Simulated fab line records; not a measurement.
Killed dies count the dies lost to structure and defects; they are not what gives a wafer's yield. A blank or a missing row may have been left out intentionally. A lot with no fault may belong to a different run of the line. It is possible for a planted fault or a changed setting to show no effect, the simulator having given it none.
2 desks looking at one fault + flow sky130 + only its own numbers are on each desk; what lay behind them is given at the end

AT THE TOOL OWNER'S DESK: implanter-02
The tool's own readings at SKY_NWELL_IMPLANT_24, given as means over the sampled wafers that have a number, one for each lot that went through this tool. The brackets show how far a lot's mean lies from the usual mean; more than 4 standard deviations puts the lot out of limits, marked OUT.
Columns: A = beamEnergyKeV at SKY_NWELL_IMPLANT_24, usual 139.99
| lot  | first seen here | A                        |
|------|-----------------|--------------------------|
| L746 | day 6 05:31     | 139.97                   |
| L752 | day 8 04:23     | 153.90 (+99 or more) OUT |
| L753 | day 8 08:55     | 153.82 (+99 or more) OUT |
This desk's verdict: out of limits on L752, L753, starting with L752 at day 8 04:23 (beamEnergyKeV at SKY_NWELL_IMPLANT_24). L746: within limits.

AT THE METROLOGY DESK
Means of the sampled wafers that have a number, per lot and without regard to the tool the lot ran on: this is what the gauges read. The brackets show how far a lot's mean lies from the usual mean; more than 4 standard deviations puts the lot out of limits, marked OUT.
Columns: A = NWELL_TW at SKY_NWELL_TW_MEAS_15, usual 1833; B = NWELL_01_OVL at SKY_NWELL_OVL_MEAS_23, usual 0.3 nm
| lot  | first seen here | A    | B    |
|------|-----------------|------|------|
| L742 | day 4 11:34     | 1833 | 1.1  |
| L746 | day 5 10:49     | 1819 | 1.3  |
| L752 | day 7 08:28     | 1843 | 0.6  |
| L753 | day 7 13:39     | 1853 | 1.0  |
| L757 | day 8 13:58     | 1821 | -0.7 |
| L763 | day 9 17:43     | 1848 | -1.7 |
This desk's finding: nothing out of limits on any of the 6 lots.

BROUGHT TOGETHER
At day 8 04:23, on L752, L753, the tool owner's desk was in a position to raise an alarm.
The metrology desk saw nothing out of limits.
The metrology desk has L752, L753 on record, within its limits.
The lots listed all ran SKY_NWELL_IMPLANT_24 on implanter-02.

WHAT HAD BEEN PUT IN BY THE SIMULATOR
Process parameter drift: implanter-02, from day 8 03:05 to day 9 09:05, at SKY_NWELL_IMPLANT_24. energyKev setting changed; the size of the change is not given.
Struck lots among those shown: L752, L753.
How many hours passed from the start of the fault until each desk's first out-of-limits reading: the tool owner's desk, 1.
